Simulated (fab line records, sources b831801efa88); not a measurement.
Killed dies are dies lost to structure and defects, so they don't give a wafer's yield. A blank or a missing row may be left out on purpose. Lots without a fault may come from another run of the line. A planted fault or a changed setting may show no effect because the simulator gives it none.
A struck lot beside a sound one | flow gf180mcu | 22 steps out of a route of 602
Sound: wafers L252.1, L252.3, L252.4. Struck: wafer L260.4. (L260.5, L260.6 of the same lot were not struck and are left out.) The cause comes at the end.
At each step with rows: each side's tool, then ch and its chambers, then its first start. Under that, the readings that differ: sound wafers | struck wafers | difference of the means | sigmas: that difference in standard deviations of wafers without a fault.
alike: readings whose means differ by less than 2 such deviations, and words and numbers that are the same on both sides. not compared: withheld readings, readings that some wafer has no value for, bounds like >300 that may hide the same value, and numbers for which the record gives no deviation and whose values overlap.
The two part at a step that has a row with sigmas, a row that says differs or no value, or rows on one side only. Numbers that don't overlap but have no deviation are shown without sigmas and don't part them. A reading that every wafer of one side lacks parts them only if that side has two wafers or more.

first, 5 steps without rows for these wafers: GF_LVPWELL_COAT_02 (resist thk 3000 nm); GF_LVPWELL_SOFTBAKE_03; GF_LVPWELL_EXPOSE_04 (exposes mask LVPWELL, target cd 600 nm); GF_LVPWELL_PEB_05; GF_LVPWELL_DEVELOP_06 (develop time 60 s).
GF_LVPWELL_OVL_MEAS_07:
  sound on overlay-01, day 5 08:43; struck on overlay-01, day 7 03:14
  alike: LVPWELL_OVL
then, 2 steps without rows for these wafers: GF_LVPWELL_IMPLANT_08; GF_LVPWELL_IMPLANT_09.
GF_LVPWELL_STRIP_10: strips in O2/N2.
  sound on plasma_asher-02 ch 0,1, day 5 09:04; struck on plasma_asher-03 ch 0, day 7 03:39
  reading            | sound       | struck | difference | sigmas
  heater_power_w (W) | 329 317 330 | 393    | +68        | +2
  alike: drypump_motor_current_A, oes_product_au, strip_time_to_endpoint_s
  not compared: rf_hours_counter_h
GF_LVPWELL_TW_MEAS_11:
  sound on film_metro-04, day 5 09:10; struck on film_metro-03, day 7 03:44
  alike: LVPWELL_TW
then, 2 steps without rows for these wafers: GF_MVSD_DEHYDRATE_00 (time 60 s); GF_MVSD_HMDS_01 (prime time 60 s).
GF_MVSD_COAT_02: resist thk 3000 nm.
  sound on litho_track-04 ch 0, day 5 15:40; struck on litho_track-01 ch 0, day 7 11:08
  reading                                | sound          | struck | difference | sigmas
  model.coat_of_MVSD_COAT_02.thk_nm (nm) | 2996 2998 2987 | 1111   | -1883      |
then, 3 steps without rows for these wafers: GF_MVSD_SOFTBAKE_03; GF_MVSD_EXPOSE_04 (exposes mask MVSD, target cd 1000 nm); GF_MVSD_PEB_05.
GF_MVSD_DEVELOP_06: develop time 60 s.
  sound on litho_track-01 ch 0; struck on litho_track-01 ch 0
  reading                                | sound          | struck | difference | sigmas
  model.coat_of_MVSD_COAT_02.thk_nm (nm) | 2995 2997 2986 | 1110   | -1883      |
GF_MVSD_OVL_MEAS_07:
  sound on overlay-01, day 5 23:07; struck on overlay-01, day 7 19:47
  reading       | sound          | struck | difference | sigmas
  MVSD_OVL (nm) | -3.0 -2.8 -3.0 | 0.1    | +3.0       | +2
then, 2 steps without rows for these wafers: GF_MVSD_IMPLANT_08; GF_MVSD_IMPLANT_09.
GF_MVSD_STRIP_10: strips in O2/N2.
  sound on plasma_asher-04 ch 0,1, day 5 23:26; struck on plasma_asher-02 ch 0, day 7 20:08
  reading                      | sound             | struck | difference | sigmas
  oes_product_au (a.u.)        | 0.725 0.724 0.727 | 0.716  | -0.009     | -2
  strip_time_to_endpoint_s (s) | 36.91 36.94 36.81 | 14.84  | -22.05     | -99 or more
  alike: drypump_motor_current_A, heater_power_w
  not compared: rf_hours_counter_h
GF_MVSD_TW_MEAS_11:
  sound on film_metro-03, day 5 23:32; struck on film_metro-04, day 7 20:13
  reading | sound          | struck | difference | sigmas
  MVSD_TW | 1573 1581 1574 | 1609   | +33        | +2

WHERE THEY PART
First at GF_LVPWELL_STRIP_10; last, within this record, at GF_MVSD_TW_MEAS_11.

WHY: what the simulator had put in
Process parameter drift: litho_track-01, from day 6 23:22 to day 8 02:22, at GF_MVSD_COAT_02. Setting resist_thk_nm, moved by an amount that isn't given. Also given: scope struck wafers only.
